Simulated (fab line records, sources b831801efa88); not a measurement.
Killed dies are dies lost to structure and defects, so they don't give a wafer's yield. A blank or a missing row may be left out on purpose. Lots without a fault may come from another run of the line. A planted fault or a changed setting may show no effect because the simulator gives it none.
fab line records | flow sky130
record lots=14 wafers=42 last_day=51
route steps=708 shown METAL2@486 VIA2@521
lots that met no fault: from a run of the same line without faults
start_h: hours from the record's first day to the start of the lot's first wafer shown | wait_h: hours since the lot's step before | " the same as in the row above | L1.1+2: a row that stands for several wafers | - no value, or no start given | * or withheld: withheld | < > ~ a bound
route shown NAME@n: a module of which the file shows steps, and the number in the route of the first | usual: mean/standard deviation of fault-free wafers | same: alike in all rows | chamber/n: place in a boat | sites: the reading at each site | _std_site: their standard deviation | _edge_site: outer sites' mean less inner sites' | radius_mm: how far each site lies from the wafer's centre | mask NAME#n: copy n | behind: the tool/chamber that last shaped the wafer | hold: why the lot was held/for how many hours/how that ended | device: the transistor (n, p or np) that didn't switch | end of line: the same wafers' tests at the end of the route | a step without rows: its recipe alone | killed: dies lost to structure and defects at the first sort, not the wafer's yield | map: a wafer's dies, x killed, . not, _ none there
set.NAME: the setting as run; set.NAME@STEP: as run at that earlier step | model.NAME: the simulator's own value behind a step, which no gauge read
steps of the route over a sample of lots; a table a step, a row a wafer
services: from which hour (start_h, from the record's first day; less than 0 if before it) a tool's chamber was out of use, for how many hours, and why
## steps
# step SKY_METAL2_SPUTTER_03
# recipe material=Ti target_thk_nm=5 power_w=3000 time_s=3.3 chamber_pressure_pa=0.4
# usual throttle_valve_pct=30.3/1.1
# columns lot.wafer tool chamber start_h wait_h throttle_valve_pct
L664.1 pvd_sputter-03 - 832.49 0.0 29.7
L664.2 " - " " 29.8
L664.3 " - " " 32.0
L666.1 pvd_sputter-03 - 842.65 0.0 32.1
L666.2 " - " " 30.3
L666.4 " - " " 29.6
L668.4 pvd_sputter-04 - 872.02 0.0 30.8
L668.5 " - " " 30.7
L668.6 " - " " 31.2
L669.2 pvd_sputter-01 - 873.85 0.0 31.2
L669.3 " - " " 30.1
L669.6 " - " " 27.9
L671.2 pvd_sputter-03 - 891.68 0.0 30.5
L671.3 " - " " 29.6
L671.5 " - " " 31.8
L672.1 pvd_sputter-01 - 898.96 0.0 29.7
L672.3 " - " " 27.5
L672.6 " - " " 29.8
L673.2 pvd_sputter-03 - 901.88 0.0 29.4
L673.4 " - " " 29.4
L673.6 " - " " 32.1
L674.1 pvd_sputter-01 - 913.18 0.0 27.5
L674.2 " - " " 30.0
L674.5 " - " " 30.8
L679.1 pvd_sputter-03 - 941.33 0.0 29.1
L679.5 " - " " 30.3
L679.6 " - " " 32.1
L682.1 pvd_sputter-04 - 959.70 0.0 30.4
L682.3 " - " " 31.2
L682.4 " - " " 30.5
L683.2 pvd_sputter-01 - 966.44 0.0 29.4
L683.3 " - " " 27.7
L683.4 " - " " 30.6
L684.1 pvd_sputter-03 - 971.09 0.0 29.5
L684.2 " - " " 29.6
L684.6 " - " " 29.6
L685.1 pvd_sputter-01 - 981.95 0.0 29.6
L685.2 " - " " 30.1
L685.4 " - " " 30.3
L687.1 pvd_sputter-03 - 992.38 0.0 29.6
L687.2 " - " " 32.0
L687.3 " - " " 29.5
# step SKY_METAL2_ETCH_18
# recipe chemistry=N2/H2 target=BARC ion_energy_ev=200 bias_w=100 pressure_mtorr=30 n2_flow_sccm=100 h2_flow_sccm=200 icp_w=500 stop_on=SiO2 time_s=44.14 target_depth_a=600
# usual bias_w=100.01/0.29 drypump_motor_current_A=5.7/0.37 oes_product_au=0.873/0.0045 throttle_valve_pct=13.225/0.0092
# columns lot.wafer tool chamber start_h wait_h bias_w drypump_motor_current_A oes_product_au rf_hours_counter_h throttle_valve_pct
L664.1 rie_metal-03 1 859.27 0.0 99.64 6.4 0.879 15 13.220
L664.2 " 0 " " 99.92 5.5 0.876 7 13.234
L664.3 " 1 " " 100.19 6.4 0.876 - 13.230
L666.1 rie_metal-04 0 870.12 0.0 100.20 5.6 0.873 19 13.211
L666.2 " 1 " " 100.50 5.9 0.873 1 13.234
L666.4 " 0 " " 100.28 5.5 0.876 - 13.222
L668.4 rie_metal-04 1 899.53 0.1 99.84 5.9 0.877 - 13.233
L668.5 " 1 " " 99.76 5.8 0.868 - 13.230
L668.6 " 1 " " 99.69 5.9 0.873 - 13.224
L669.2 rie_metal-01 1 900.93 0.1 100.38 5.1 0.869 - 13.213
L669.3 " 1 " " 99.62 5.1 0.869 - 13.231
L669.6 " 1 " " 100.20 5.0 0.876 - 13.214
L671.2 rie_metal-04 1 918.67 0.0 100.54 5.8 0.876 4 13.211
L671.3 " 0 " " 99.87 5.6 0.891 - 13.216
L671.5 " 0 " " 99.81 5.6 0.877 - 13.219
L672.1 rie_metal-04 1 925.54 0.0 100.27 5.8 0.875 4 13.227
L672.3 " 1 " " 100.09 5.8 0.863 - 13.205
L672.6 " 0 " " 99.44 5.6 0.869 - 13.213
L673.2 rie_metal-03 1 928.29 0.0 100.06 6.4 0.874 18 13.223
L673.4 " 0 " " 99.41 5.5 0.877 - 13.236
L673.6 " 1 " " 100.11 6.4 0.873 - 13.222
L674.1 rie_metal-03 0 939.22 0.1 100.36 5.5 0.872 10 13.223
L674.2 " 0 " " 100.33 5.5 0.877 - 13.222
L674.5 " 0 " " 100.72 5.5 0.874 - 13.235
L679.1 rie_metal-03 1 966.97 0.0 100.07 6.4 0.872 1 13.233
L679.5 " 0 " " 99.84 5.5 0.875 - 13.209
L679.6 " 1 " " 100.04 6.3 0.865 - 13.230
L682.1 rie_metal-01 0 985.34 0.0 100.31 5.9 0.867 7 13.219
L682.3 " 0 " " 100.16 5.9 0.875 - 13.228
L682.4 " 1 " " 99.97 5.1 0.875 - 13.224
L683.2 rie_metal-04 1 992.39 0.0 100.36 5.9 0.873 8 13.225
L683.3 " 0 " " 100.47 5.6 0.875 - 13.231
L683.4 " 1 " " 99.89 5.9 0.876 - 13.221
L684.1 rie_metal-01 0 996.79 0.0 99.87 5.9 0.877 7 13.228
L684.2 " 1 " " 99.94 5.1 0.871 22 13.230
L684.6 " 1 " " 99.75 5.1 0.877 - 13.217
L685.1 rie_metal-03 1 1006.84 0.0 100.08 6.4 0.865 3 13.222
L685.2 " 0 " " 100.18 5.5 0.873 14 13.223
L685.4 " 0 " " 100.23 5.5 0.873 - 13.239
L687.1 rie_metal-03 1 1017.17 0.0 100.46 6.4 0.871 3 13.235
L687.2 " 0 " " 99.46 5.5 0.869 15 13.233
L687.3 " 0 " " 99.67 5.5 0.864 - 13.224
# step SKY_VIA2_ETCH_14
# recipe chemistry=N2/H2 target=BARC ion_energy_ev=200 source_w=500 bias_w=100 pressure_mtorr=30 n2_flow_sccm=100 h2_flow_sccm=200 stop_on=SiO2 time_s=45.9 target_depth_a=600
# usual bias_w=100.0/0.34 drypump_motor_current_A=5.7/0.53 oes_product_au=0.856/0.0044 run_length_s=74.0/0.35 throttle_valve_pct=13.225/0.0093
# columns lot.wafer tool chamber start_h wait_h bias_w drypump_motor_current_A oes_product_au rf_hours_counter_h run_length_s throttle_valve_pct
L664.1 rie_diel-02 3 887.56 0.0 100.0 5.8 0.861 5 74.0 13.226
L664.2 " 0 " " 99.9 5.3 0.850 2 74.0 13.235
L664.3 " 2 " " 100.0 6.4 0.861 0 73.5 13.234
L666.1 rie_diel-04 2 897.86 0.0 100.1 5.9 0.861 3 73.7 13.223
L666.2 " 3 " " 99.9 5.5 0.861 16 73.8 13.232
L666.4 " 3 " " 100.0 5.5 0.858 - 73.9 13.229
L668.4 rie_diel-03 3 926.61 0.0 99.8 6.3 0.850 25 74.8 13.205
L668.5 " 3 " " 100.1 6.3 0.844 - 74.3 13.216
L668.6 " 0 " " 100.0 4.8 0.857 - 73.9 13.237
L669.2 rie_diel-03 1 928.96 0.0 99.9 6.6 0.850 6 73.9 13.228
L669.3 " 2 " " 100.0 5.8 0.854 23 74.0 13.228
L669.6 " 0 " " 100.3 4.8 0.854 - 73.7 13.215
L671.2 rie_diel-04 1 945.31 0.0 99.6 5.4 0.855 15 73.8 13.231
L671.3 " 2 " " 100.3 6.0 0.856 4 73.7 13.246
L671.5 " 3 " " 100.2 5.5 0.848 - 73.9 13.222
L672.1 rie_diel-03 3 952.26 0.0 99.6 6.3 0.854 26 74.2 13.233
L672.3 " 0 " " 99.7 4.8 0.858 10 74.1 13.225
L672.6 " 3 " " 99.3 6.3 0.863 - 74.5 13.220
L673.2 rie_diel-04 2 955.61 0.0 - 5.9 0.940 5 69.3 13.243
L673.4 " 0 " " 99.4 5.7 0.847 2 74.4 13.210
L673.6 " 1 " " 100.3 5.4 0.855 - 73.8 13.238
L674.1 rie_diel-04 0 965.56 0.0 99.9 5.7 0.855 3 74.3 13.224
L674.2 " 1 " " - 5.3 0.939 16 69.7 13.222
L674.5 " 1 " " - 5.4 0.931 - 69.5 13.224
L679.1 rie_diel-02 2 993.51 0.0 100.5 6.3 0.856 2 73.4 13.222
L679.5 " 0 " " 99.9 5.3 0.855 - 73.8 13.205
L679.6 " 1 " " 99.6 4.9 0.850 - 74.5 13.234
L682.1 rie_diel-02 1 1011.41 0.0 100.2 4.9 0.857 11 74.5 13.212
L682.3 " 3 " " 99.6 5.8 0.857 8 73.7 13.201
L682.4 " 2 " " 100.2 6.3 0.857 3 73.5 13.219
L683.2 rie_diel-02 1 1018.16 0.0 100.4 4.9 0.856 12 74.4 13.217
L683.3 " 2 " " 99.6 6.3 0.865 3 73.5 13.229
L683.4 " 3 " " 99.8 5.8 0.861 8 73.8 13.223
L684.1 rie_diel-02 2 1022.71 0.0 100.6 6.4 0.862 3 73.4 13.234
L684.2 " 3 " " 99.9 5.8 0.856 8 74.1 13.224
L684.6 " 1 " " 100.4 4.9 0.863 - 74.9 13.220
L685.1 rie_diel-04 2 1032.41 0.0 99.5 5.9 0.855 7 73.5 13.237
L685.2 " 1 " " 100.0 5.3 0.862 18 73.6 13.213
L685.4 " 0 " " 100.6 5.6 0.854 5 74.3 13.222
L687.1 rie_diel-03 1 1042.36 0.0 100.1 6.6 0.849 10 74.2 13.231
L687.2 " 2 " " 99.6 5.9 0.848 26 74.1 13.230
L687.3 " 3 " " 99.7 6.3 0.849 29 74.6 13.246
# step SKY_VIA2_CVD_21
# recipe material=W target_thk_nm=420 time_s=126.4 temp_c=400 pressure_torr=40
# usual heater_power_w=846/48
# columns lot.wafer tool chamber start_h wait_h heater_power_w
L664.1 cvd_w-01 1 888.32 0.0 912
L664.2 " 0 " " 821
L664.3 " 1 " " 905
L666.1 cvd_w-01 1 898.61 0.0 938
L666.2 " 0 " " 829
L666.4 " 1 " " 916
L668.4 cvd_w-02 0 927.41 0.1 916
L668.5 " 0 " " 907
L668.6 " 1 " " 873
L669.2 cvd_w-01 1 929.71 0.0 867
L669.3 " 0 " " 776
L669.6 " 0 " " 783
L671.2 cvd_w-01 1 946.10 0.0 829
L671.3 " 0 " " 783
L671.5 " 1 " " 836
L672.1 cvd_w-01 1 953.02 0.0 854
L672.3 " 1 " " 830
L672.6 " 0 " " 779
L673.2 cvd_w-02 0 956.37 0.0 904
L673.4 " 0 " " 896
L673.6 " 1 " " 911
L674.1 cvd_w-01 1 966.32 0.0 848
L674.2 " 0 " " 769
L674.5 " 1 " " 846
L679.1 cvd_w-01 1 994.30 0.0 854
L679.5 " 1 " " 846
L679.6 " 0 " " 778
L682.1 cvd_w-02 1 1012.17 0.0 868
L682.3 " 0 " " 890
L682.4 " 1 " " 892
L683.2 cvd_w-01 0 1018.96 0.1 784
L683.3 " 0 " " 779
L683.4 " 0 " " 794
L684.1 cvd_w-01 0 1023.51 0.0 792
L684.2 " 0 " " 792
L684.6 " 0 " " 809
L685.1 cvd_w-01 0 1033.20 0.0 803
L685.2 " 1 " " 842
L685.4 " 1 " " 839
L687.1 cvd_w-01 1 1043.13 0.0 875
L687.2 " 0 " " 807
L687.3 " 1 " " 856
## services
# columns tool chamber start_h hours kind
cvd_w-01 1 809.62 8.2 repair
pvd_sputter-03 - 818.45 7.7 repair
rie_diel-04 2 823.47 5.6 repair
rie_diel-04 2 840.09 12.1 repair
cvd_w-01 1 840.79 8.5 repair
rie_metal-03 - 843.60 0.9 repair
pvd_sputter-03 - 869.40 3.0 repair
rie_diel-04 1 896.29 5.3 repair
rie_metal-01 0 898.90 26.7 repair
rie_diel-03 2 900.36 14.8 repair
cvd_w-01 - 904.00 14.0 pm
rie_diel-04 0 914.43 4.6 repair
rie_diel-02 - 920.75 15.6 pm
rie_diel-04 - 925.69 0.4 repair
cvd_w-01 - 934.02 2.7 repair
rie_diel-03 2 949.91 10.2 repair
rie_diel-03 2 961.05 5.2 repair
rie_diel-04 3 964.39 1.2 repair
pvd_sputter-01 - 977.75 1.7 repair
rie_diel-02 0 996.46 7.6 repair
cvd_w-01 1 1015.94 9.5 repair
pvd_sputter-01 - 1022.04 2.3 repair
rie_diel-04 - 1030.92 0.2 repair
rie_diel-02 3 1037.15 3.4 repair
## key
first_sign step=SKY_VIA2_ETCH_14 reading=oes_product_au direction=up sigmas=19 usual=0.856 struck=0.937
effect step=SKY_VIA2_ETCH_14 reading=run_length_s direction=down sigmas=13 usual=* struck=*
met_at SKY_VIA2_ETCH_14
struck_lots L673,L674
struck_wafers L673.2,L674.2,L674.5
sort_left_out L673.2,L674.2,L674.5
not_acting_at SKY_METAL2_SPUTTER_03,SKY_METAL2_ETCH_18,SKY_VIA2_CVD_21
onset_between 945.31 955.61
fault kind=process_parameter_drift tool=rie_diel-04 chamber=- onset_h=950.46 steps=SKY_VIA2_ETCH_14 channel=time_s offset=* shape=step end_h=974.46 scope=struck_wafers_only acts_in=* stated=*
# sort_left_out: the simulated sort isn't trusted on such a fault, so these wafers' sort isn't shown, and their yield isn't known
